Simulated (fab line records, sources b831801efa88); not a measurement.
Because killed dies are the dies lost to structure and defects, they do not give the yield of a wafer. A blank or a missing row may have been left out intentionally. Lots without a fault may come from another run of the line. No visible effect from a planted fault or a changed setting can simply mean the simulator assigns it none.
fab line records | flow sfqLine
record: lots: 5 | wafers: 15 | lastDay: 77
route steps=325 shown M7@291 I7@296
lots that met no fault: from a run of the same line without faults
startH: start of the lot's first displayed wafer, in hours after the record's first day | waitH: hours since the lot's step before | " unchanged from the row above | L1.1+2: a row that stands for several wafers | - no value, or no start was given | * or withheld: withheld | < > ~ a bound
route shown NAME@n: a module of which the file shows steps, and the number in the route of the first | usual: the fault-free wafers' mean and standard deviation | same: alike in all rows | chamber/n: place in a boat | sites: the reading at each site | _std_site: their standard deviation | _edge_site: outer sites' mean less inner sites' | radiusMm: how far each site lies from the wafer's centre | mask NAME#n: copy n | behind: the last tool/chamber to shape the wafer | hold: reason for holding the lot/hours on hold/outcome of the hold | device: names the non-switching transistor (n, p or np) | end of line: the same wafers' tests at the end of the route | a step given without rows: its recipe and nothing more | killed: dies that structure and defects cost at the first sort, which is not the same as the wafer's yield | map: the dies of a wafer, with x for killed, . for not killed, _ for no die there
set.NAME: the setting the step ran with; set.NAME@STEP: the setting that earlier step ran with | model.NAME: the simulator's own value behind a step, which no gauge read
lots at some steps of the route; a table a step, a row a wafer
services: the hour from which a tool's chamber was out of use, counted from the record's first day as startH (under 0 if before that day), plus the number of hours and why
== steps ==
step: SFQ_M7_OVL_MEAS_945
usual: M7_OVL: 2/5
lot.wafer | tool       | chamber | startH  | waitH | M7_OVL[nm]
L668.1    | overlay-01 | -       | 1654.97 | 0.1   | 2
L668.4    | "          | -       | "       | "     | 5
L668.5    | "          | -       | "       | "     | 6
L669.2    | overlay-01 | -       | 1683.78 | 0.1   | 7
L669.3    | "          | -       | "       | "     | 8
L669.5    | "          | -       | "       | "     | 0
L670.2    | overlay-01 | -       | 1760.38 | 0.1   | -1
L670.4    | "          | -       | "       | "     | -2
L670.6    | "          | -       | "       | "     | -4
L671.1    | overlay-01 | -       | 1762.77 | 0.1   | -3
L671.3    | "          | -       | "       | "     | -5
L671.6    | "          | -       | "       | "     | -1
L672.2    | overlay-02 | -       | 1818.06 | 0.1   | -1
L672.5    | "          | -       | "       | "     | -4
L672.6    | "          | -       | "       | "     | -3
step: SFQ_TRILAYER_M7_BARC_OPEN_METAL_ETCH_229
recipe: maskMaterial: PR | chemistry: O2 | targetDepthNm: 125 | target: BARC | icpW: 600 | biasW: 80 | pressureMtorr: 10 | timeS: 41.7
step: SFQ_TRILAYER_M7_ETCH_METAL_ETCH_180
recipe: target: Nb | stopOn: SiO2 | maskMaterial: PR | chemistry: Cl2/Ar | targetDepthNm: 240 | icpW: 600 | biasW: 80 | pressureMtorr: 10 | timeS: 120
usual: chamberPressureMTorr: 10.001/0.0085 | drypumpMotorCurrentA: 6.0/0.45 | oesProductAu: 0.893/0.0079
lot.wafer | tool        | chamber | startH  | waitH | chamberPressureMTorr | drypumpMotorCurrentA | oesProductAu | rfHoursCounterH
L668.1    | rieMetal-01 | 1       | 1655.07 | 0.0   | 10.004               | 6.3                  | 0.888        | 128
L668.4    | "           | 1       | "       | "     | 10.002               | 6.3                  | 0.900        | -
L668.5    | "           | 0       | "       | "     | 9.992                | 5.3                  | 0.895        | -
L669.2    | rieMetal-02 | 0       | 1683.87 | 0.0   | 10.005               | 6.6                  | 0.896        | 127
L669.3    | "           | 0       | "       | "     | 9.998                | 6.6                  | 0.906        | -
L669.5    | "           | 0       | "       | "     | 9.996                | 6.6                  | 0.896        | -
L670.2    | rieMetal-02 | 1       | 1760.47 | 0.0   | 10.009               | 6.3                  | 0.886        | 33
L670.4    | "           | 1       | "       | "     | 9.997                | 6.3                  | 0.898        | -
L670.6    | "           | 0       | "       | "     | 9.998                | 6.5                  | 0.890        | -
L671.1    | rieMetal-03 | 0       | 1762.87 | 0.0   | 10.022               | 5.5                  | 0.898        | 70
L671.3    | "           | 1       | "       | "     | 10.011               | 6.1                  | 0.886        | -
L671.6    | "           | 0       | "       | "     | 10.006               | 5.4                  | 0.884        | -
L672.2    | rieMetal-01 | 1       | 1818.15 | 0.0   | 10.003               | 6.3                  | 0.883        | 16
L672.5    | "           | 1       | "       | "     | 10.012               | 6.2                  | 0.886        | -
L672.6    | "           | 0       | "       | "     | 10.011               | 5.3                  | 0.898        | -
step: SFQ_TRILAYER_M7_STRIP_STRIP_181
recipe: gas: O2 | powerW: 200 | platenTempC: 40 | overashFraction: 0.65 | chemistry: O2 | pressureMtorr: 50
usual: chamberPressureMTorr: 50.00/0.05 | drypumpMotorCurrentA: 6.0/0.45 | oesProductAu: 0.997/0.009
lot.wafer | tool        | chamber | startH  | waitH | chamberPressureMTorr | drypumpMotorCurrentA | oesProductAu | rfHoursCounterH
L668.1    | rieMetal-01 | 1       | 1655.19 | 0.1   | 49.93                | 6.3                  | 0.997        | 128
L668.4    | "           | 1       | "       | "     | 49.99                | 6.3                  | 1.005        | -
L668.5    | "           | 0       | "       | "     | 50.05                | 5.3                  | 0.983        | -
L669.2    | rieMetal-02 | 0       | 1683.99 | 0.1   | 50.09                | 6.5                  | 1.003        | 127
L669.3    | "           | 0       | "       | "     | 49.96                | 6.6                  | 1.007        | -
L669.5    | "           | 0       | "       | "     | 49.98                | 6.6                  | 1.005        | -
L670.2    | rieMetal-02 | 1       | 1760.59 | 0.1   | 50.00                | 6.3                  | 0.999        | 33
L670.4    | "           | 1       | "       | "     | 49.99                | 6.3                  | 0.998        | -
L670.6    | "           | 0       | "       | "     | 49.97                | 6.6                  | 1.010        | -
L671.1    | rieMetal-03 | 0       | 1762.99 | 0.1   | 50.02                | 5.5                  | 0.986        | 70
L671.3    | "           | 1       | "       | "     | 49.97                | 6.1                  | 0.983        | -
L671.6    | "           | 0       | "       | "     | 50.02                | 5.5                  | 0.996        | -
L672.2    | rieMetal-01 | 1       | 1818.27 | 0.1   | 49.94                | 6.3                  | 1.010        | 16
L672.5    | "           | 1       | "       | "     | 50.01                | 6.3                  | 1.010        | -
L672.6    | "           | 0       | "       | "     | 49.98                | 5.3                  | 0.991        | -
step: SFQ_TRILAYER_M7_STRIP_SOLV_CLEAN_182
recipe: chemistry: NMP | tempC: 70 | timeS: 600
step: SFQ_TRILAYER_I7_DEP_PECVD_183
recipe: material: SiO2 | tempC: 150 | timeS: 111.11 | pressureTorr: 2.4 | rfW: 183.3 | precursor: SiH4/N2O | targetThkNm: 500
usual: heaterPowerOuterW: 27/8.7 | heaterPowerW: 79/16 | susceptorTempC: 150.00/0.12 | throttleValvePct: 24.2/1.4
lot.wafer | tool     | chamber | startH  | waitH | heaterPowerOuterW | heaterPowerW | susceptorTempC | throttleValvePct
L668.1    | pecvd-01 | 1       | 1655.97 | 0.0   | 28                | 93           | 150.08         | 24.2
L668.4    | "        | 2       | "       | "     | 30                | 76           | 150.11         | 25.1
L668.5    | "        | 0       | "       | "     | 40                | 104          | 150.17         | 23.9
L669.2    | pecvd-01 | 1       | 1684.77 | 0.0   | 30                | 98           | 149.87         | 24.1
L669.3    | "        | 2       | "       | "     | 36                | 83           | 150.05         | 25.1
L669.5    | "        | 2       | "       | "     | 37                | 85           | 149.85         | 25.0
L670.2    | pecvd-01 | 0       | 1761.37 | 0.0   | 32                | 93           | 149.63         | 23.7
L670.4    | "        | 2       | "       | "     | 34                | 80           | 149.89         | 24.9
L670.6    | "        | 1       | "       | "     | 26                | 92           | 150.03         | 24.0
L671.1    | pecvd-02 | 2       | 1763.77 | 0.0   | 26                | 77           | 149.91         | 22.3
L671.3    | "        | 2       | "       | "     | 27                | 77           | 149.89         | 22.6
L671.6    | "        | 0       | "       | "     | 16                | 58           | 150.11         | 23.7
L672.2    | pecvd-03 | 0       | 1819.05 | 0.0   | 18                | 68           | 150.00         | 27.1
L672.5    | "        | 1       | "       | "     | 20                | 72           | 150.06         | 25.4
L672.6    | "        | 0       | "       | "     | 20                | 71           | 150.03         | 27.1
step: SFQ_TRILAYER_I7_CMP_CMP_184
recipe: material: SiO2 | downForcePsi: 3 | platenRpm: 60 | padVelocityMS: 0.94248
usual: headPressurePsi: 3.000/0.0073 | motorCurrentA: 10.5/0.86 | slurryFlowMlMin: 150.0/0.46 | timeToEndpointS: 218/8.9
lot.wafer | tool   | chamber | startH  | waitH | headPressurePsi | motorCurrentA | slurryFlowMlMin | timeToEndpointS
L668.4    | cmp-01 | 2       | 1656.23 | 0.2   | 2.982           | 11.4          | 150.4           | 223
L668.1    | "      | 1       | 1657.73 | 1.7   | 2.991           | 8.6           | 149.1           | 207
L668.5    | "      | 3       | 1658.73 | 2.7   | 3.001           | 9.6           | 149.6           | 225
L669.3    | cmp-02 | 1       | 1685.84 | 1.0   | 3.012           | 9.8           | 150.6           | 209
L669.2    | "      | 2       | "       | "     | 2.992           | 11.3          | 150.5           | 203
L669.5    | "      | 0       | 1687.34 | 2.5   | 2.993           | 11.8          | 149.8           | 216
L670.4    | cmp-01 | 2       | 1768.73 | 7.3   | 3.010           | 11.3          | 151.0           | 229
L670.2    | "      | 0       | 1769.73 | 8.3   | 3.001           | 10.3          | 150.3           | 219
L670.6    | "      | 1       | "       | "     | 3.002           | 9.4           | 149.7           | 222
L671.1    | cmp-01 | 0       | 1775.23 | 11.4  | 3.005           | 10.5          | 149.5           | 213
L671.3    | "      | 1       | "       | "     | 3.002           | 8.8           | 149.4           | 219
L671.6    | "      | 3       | 1776.73 | 12.8  | 2.988           | 9.5           | 150.0           | 230
L672.2    | cmp-02 | 3       | 1825.36 | 6.3   | 3.002           | 10.9          | 150.1           | 208
L672.5    | "      | 2       | 1826.86 | 7.7   | 3.002           | 11.5          | 149.6           | 219
L672.6    | "      | 3       | "       | "     | 2.996           | 10.6          | 150.6           | 206
step: SFQ_I7_BOW_MEAS_946
recipe: mode: bow
usual: I7_BOW: 10/11
lot.wafer | tool         | chamber | startH  | waitH | I7_BOW[um]
L668.1    | filmMetro-04 | -       | 1659.23 | 1.0   | -1
L668.4    | "            | -       | "       | "     | 20
L668.5    | "            | -       | "       | "     | 6
L669.2    | filmMetro-04 | -       | 1687.86 | 1.0   | 17
L669.3    | "            | -       | "       | "     | 9
L669.5    | "            | -       | "       | "     | -6
L670.2    | filmMetro-03 | -       | 1771.25 | 1.0   | 25
L670.4    | "            | -       | "       | "     | 29
L670.6    | "            | -       | "       | "     | 11
L671.1    | filmMetro-04 | -       | 1777.23 | 1.5   | 24
L671.3    | "            | -       | "       | "     | 28
L671.6    | "            | -       | "       | "     | 8
L672.2    | filmMetro-03 | -       | 1827.88 | 2.0   | 8
L672.5    | "            | -       | "       | "     | 3
L672.6    | "            | -       | "       | "     | 19
step: SFQ_TRILAYER_I7_METRO_MEASURE_185
step: SFQ_TRILAYER_I7_VIA_LITHO_COAT_192
recipe: resist: BARC | spinRpm: 3000 | resistThkNm: 62
step: SFQ_TRILAYER_I7_VIA_LITHO_COAT_187
recipe: resist: KrF | spinRpm: 3000 | resistThkNm: 650
step: SFQ_TRILAYER_I7_VIA_LITHO_SOFTBAKE_191
recipe: tempC: withheld | timeS: withheld | resist: KrF
step: SFQ_TRILAYER_I7_VIA_LITHO_EXPOSE_188
recipe: maskId: I7 | na: 0.6 | sourceShape: conventional | sigmaOuter: 0.65 | targetCdNm: 1000 | doseMj: 21.3
usual: focusOffsetNm: 0.0/0.56 | reticleTempC: 23.01/0.1
same: sigmaOuter: 0.65
lot.wafer | tool          | chamber | startH  | waitH | mask | focusOffsetNm | reticleTempC | model.I7.overlayXNm
L668.1    | krfScanner-01 | 0       | 1719.45 | -     | I7#0 | -0.7          | 22.92        | -3.296
L668.4    | "             | 0       | "       | "     | I7#0 | 0.1           | 22.92        | -3.296
L668.5    | "             | 0       | "       | "     | I7#0 | -0.5          | 23.04        | -3.296
L669.2    | krfScanner-01 | 0       | 1731.65 | -     | I7#0 | 0.2           | 22.99        | -10.24
L669.3    | "             | 0       | "       | "     | I7#0 | -0.2          | 22.96        | -10.24
L669.5    | "             | 0       | "       | "     | I7#0 | -0.9          | 22.98        | -10.24
L670.2    | krfScanner-01 | 0       | 1785.65 | -     | I7#0 | 0.0           | 23.06        | 95.46
L670.4    | "             | 0       | "       | "     | I7#0 | 0.9           | 22.98        | 95.46
L670.6    | "             | 0       | "       | "     | I7#0 | -0.6          | 23.13        | 95.46
L671.1    | krfScanner-01 | 0       | 1787.85 | -     | I7#0 | 0.9           | 23.21        | 92.02
L671.3    | "             | 0       | "       | "     | I7#0 | 0.9           | 23.10        | 92.02
L671.6    | "             | 0       | "       | "     | I7#0 | 0.2           | 22.91        | 92.02
L672.2    | krfScanner-01 | 0       | 1834.65 | -     | I7#0 | -0.2          | 23.09        | 88.46
L672.5    | "             | 0       | "       | "     | I7#0 | 1.4           | 23.13        | 88.46
L672.6    | "             | 0       | "       | "     | I7#0 | 0.9           | 23.03        | 88.46
step: SFQ_TRILAYER_I7_VIA_LITHO_PEB_190
recipe: pebTempC: 115 | pebTimeS: 60 | resist: KrF
step: SFQ_TRILAYER_I7_VIA_LITHO_DEVELOP_189
recipe: timeS: 60 | resist: KrF
step: SFQ_I7_OVL_MEAS_947
usual: I7_OVL: -4/4.3
lot.wafer | tool       | chamber | startH  | waitH | I7_OVL[nm]
L668.1    | overlay-02 | -       | 1720.95 | 0.1   | -4
L668.4    | "          | -       | "       | "     | 0
L668.5    | "          | -       | "       | "     | -4
L669.2    | overlay-02 | -       | 1732.96 | 0.1   | -5
L669.3    | "          | -       | "       | "     | -7
L669.5    | "          | -       | "       | "     | -8
L670.2    | overlay-01 | -       | 1786.96 | 0.1   | 95
L670.4    | "          | -       | "       | "     | 95
L670.6    | "          | -       | "       | "     | 90
L671.1    | overlay-02 | -       | 1789.35 | 0.1   | 87
L671.3    | "          | -       | "       | "     | 91
L671.6    | "          | -       | "       | "     | 87
L672.2    | overlay-02 | -       | 1835.96 | 0.1   | 89
L672.5    | "          | -       | "       | "     | 81
L672.6    | "          | -       | "       | "     | 82
step: SFQ_TRILAYER_I7_VIA_BARC_OPEN_VIA_ETCH_260
recipe: maskMaterial: PR | chemistry: O2 | targetDepthNm: 125 | target: BARC | sourceW: 500 | biasW: 80 | pressureMtorr: 30 | timeS: 41.7
usual: chamberPressureMTorr: 30.000/0.026 | drypumpMotorCurrentA: 5.7/0.42 | oesProductAu: 0.685/0.0045
lot.wafer | tool       | chamber | startH  | waitH | chamberPressureMTorr | drypumpMotorCurrentA | oesProductAu | rfHoursCounterH
L668.1    | rieDiel-03 | 3       | 1720.99 | 0.0   | 30.006               | 5.5                  | 0.688        | 2
L668.4    | "          | 3       | "       | "     | 29.994               | 5.5                  | 0.686        | -
L668.5    | "          | 1       | "       | "     | 30.033               | 5.9                  | 0.683        | -
L669.2    | rieDiel-03 | 3       | 1732.99 | 0.0   | 29.968               | 5.5                  | 0.682        | 2
L669.3    | "          | 1       | "       | "     | 30.004               | 6.0                  | 0.685        | 10
L669.5    | "          | 0       | "       | "     | 30.024               | 5.8                  | 0.686        | -
L670.2    | rieDiel-03 | 3       | 1786.99 | 0.0   | 30.018               | 5.5                  | 0.686        | 3
L670.4    | "          | 2       | "       | "     | 29.983               | 5.2                  | 0.682        | 4
L670.6    | "          | 3       | "       | "     | 29.967               | 5.5                  | 0.686        | -
L671.1    | rieDiel-02 | 2       | 1789.39 | 0.0   | 29.947               | 6.1                  | 0.692        | 2
L671.3    | "          | 3       | "       | "     | 30.022               | 5.2                  | 0.680        | 23
L671.6    | "          | 0       | "       | "     | 29.976               | 5.3                  | 0.683        | -
L672.2    | rieDiel-02 | 2       | 1835.99 | 0.0   | 30.001               | 6.1                  | 0.678        | 2
L672.5    | "          | 1       | "       | "     | 29.934               | 5.5                  | 0.679        | -
L672.6    | "          | 0       | "       | "     | 29.999               | 5.3                  | 0.687        | -
== services ==
tool          | chamber | startH  | hours | kind
krfScanner-01 | -       | 1636.55 | 41.5  | repair
krfScanner-01 | -       | 1637.76 | 1.4   | repair
krfScanner-01 | -       | 1642.09 | 0.6   | repair
rieDiel-03    | 1       | 1656.94 | 2.0   | repair
rieDiel-02    | -       | 1666.09 | 15.6  | pm
cmp-01        | -       | 1666.24 | 8.2   | pm
rieMetal-02   | 1       | 1677.42 | 5.2   | repair
krfScanner-01 | -       | 1678.00 | 1.3   | pm
krfScanner-01 | -       | 1679.30 | 1.0   | pm
pecvd-01      | -       | 1682.10 | 0.9   | repair
pecvd-01      | 1       | 1689.33 | 16.0  | repair
cmp-01        | -       | 1732.12 | 1.4   | repair
pecvd-01      | -       | 1748.05 | 0.3   | repair
rieMetal-01   | 1       | 1763.97 | 1.0   | repair
cmp-02        | -       | 1770.54 | 5.2   | pm
rieMetal-01   | -       | 1774.68 | 4.0   | pm
cmp-02        | -       | 1775.72 | 4.0   | pm
cmp-02        | -       | 1777.46 | 1.1   | repair
cmp-02        | -       | 1810.45 | 0.8   | repair
rieMetal-02   | -       | 1810.60 | 1.4   | pm
cmp-02        | -       | 1817.39 | 1.5   | repair
rieDiel-03    | 1       | 1818.90 | 54.2  | repair
krfScanner-01 | -       | 1829.75 | 1.0   | pm
krfScanner-01 | -       | 1831.95 | 1.3   | pm
== key ==
firstSign: step: SFQ_I7_OVL_MEAS_947 | reading: I7_OVL | direction: up | sigmas: 22 | usual: -4 | struck: 89
effect none on later readings
modelEffect: step: SFQ_TRILAYER_I7_VIA_LITHO_EXPOSE_188 | value: I7.overlayXNm | without: -1.158 | struck: 91.98
metAt SFQ_TRILAYER_I7_VIA_LITHO_EXPOSE_188
struckWafers L670.2,L670.4,L670.6,L671.1,L671.3,L671.6,L672.2,L672.5,L672.6
alsoFits time
fault: kind: scannerMatchingOverlay | tool: krfScanner-01 | chamber: - | onsetH: 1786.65 | steps: SFQ_TRILAYER_I7_VIA_LITHO_EXPOSE_188 | offset: 93.141
